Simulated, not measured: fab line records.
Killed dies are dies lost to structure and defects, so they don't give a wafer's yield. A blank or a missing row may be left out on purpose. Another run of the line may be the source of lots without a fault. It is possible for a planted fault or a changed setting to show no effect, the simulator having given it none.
Matching of chambers    flow gf180mcu    4 sister chambers for GF_CONTACT_CMP_27 on cmp-01
The step polishes, stops on SiO2, t overpolish 15 s, target thk 0 nm. 16 wafers are shown with their chamber, then 8 later ones without.

WAFERS, EACH WITH ITS CHAMBER
wafer   chamber  motorCurrentA (A)  timeToEndpointS (s)  overpolishRunS (s)
L437.2  1        11.4               73                   14.992
L437.4  3        10.5               71                   14.993
L437.6  1        11.1               75                   14.989
L440.1  0        11.3               77                   15.001
L440.5  2        10.8               72                   14.995
L440.6  3        10.5               73                   14.997
L443.2  1        11.3               71                   15.001
L443.3  3        10.7               75                   14.985
L443.4  2        10.9               71                   14.988
L444.1  3        10.3               77                   14.998
L444.2  2        10.5               71                   15.011
L444.5  3        9.6                76                   14.996
L445.2  3        10.4               76                   14.995
L445.3  1        11.1               75                   15.007
L445.5  3        10.0               76                   15.002
L446.2  2        11.3               72                   14.991

SIGNATURES, as means of the wafers listed above
reading          chamber 0  chamber 1  chamber 2  chamber 3  scatter within a chamber
motorCurrentA    11.300     11.225     10.875     10.286     0.319
timeToEndpointS  77.00      73.50      71.50      74.86      1.8
overpolishRunS   15.00100   14.99725   14.99625   14.99514   0.00756
Rule: for each reading, subtract the chamber's mean from the wafer's reading, divide by that reading's scatter and square the result; add these up over the readings and take the root, which gives the wafer's distance from the chamber. The wafer belongs to the nearest chamber; if the next one is less than 2 further off, it can't be placed. The scatter: take each reading less its chamber's mean, square it, sum over the shown wafers, divide by the number of wafers less the number of chambers, and take the root.

WAFERS MISSING THEIR CHAMBER
wafer   motorCurrentA (A)  timeToEndpointS (s)  overpolishRunS (s)
L446.4  11.6               74                   14.994
L446.5  11.5               78                   15.002
L449.1  10.8               78                   14.998
L449.3  10.3               79                   15.024
L449.5  12.0               80                   14.996
L451.2  10.3               73                   15.004
L451.4  11.2               75                   15.013
L451.6  10.6               74                   14.998

THE CHAMBER EACH PASSED THROUGH
wafer   from the rows above                in truth
L446.4  can't be placed: 1 or 0 or 2       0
L446.5  can't be placed: 0 or 1            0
L449.1  can't be placed: 0 or 3 or 1 or 2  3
L449.3  can't be placed: 3 or 0 or 1 or 2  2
L449.5  can't be placed: 0 or 1            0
L451.2  can't be placed: 3 or 2 or 1       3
L451.4  can't be placed: 0 or 1 or 2 or 3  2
L451.6  can't be placed: 3 or 2 or 1 or 0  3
Correctly placed: 0 of 8. Not placeable from these rows: 8 (in 8, the candidates include the true chamber). Wrongly placed: 0.
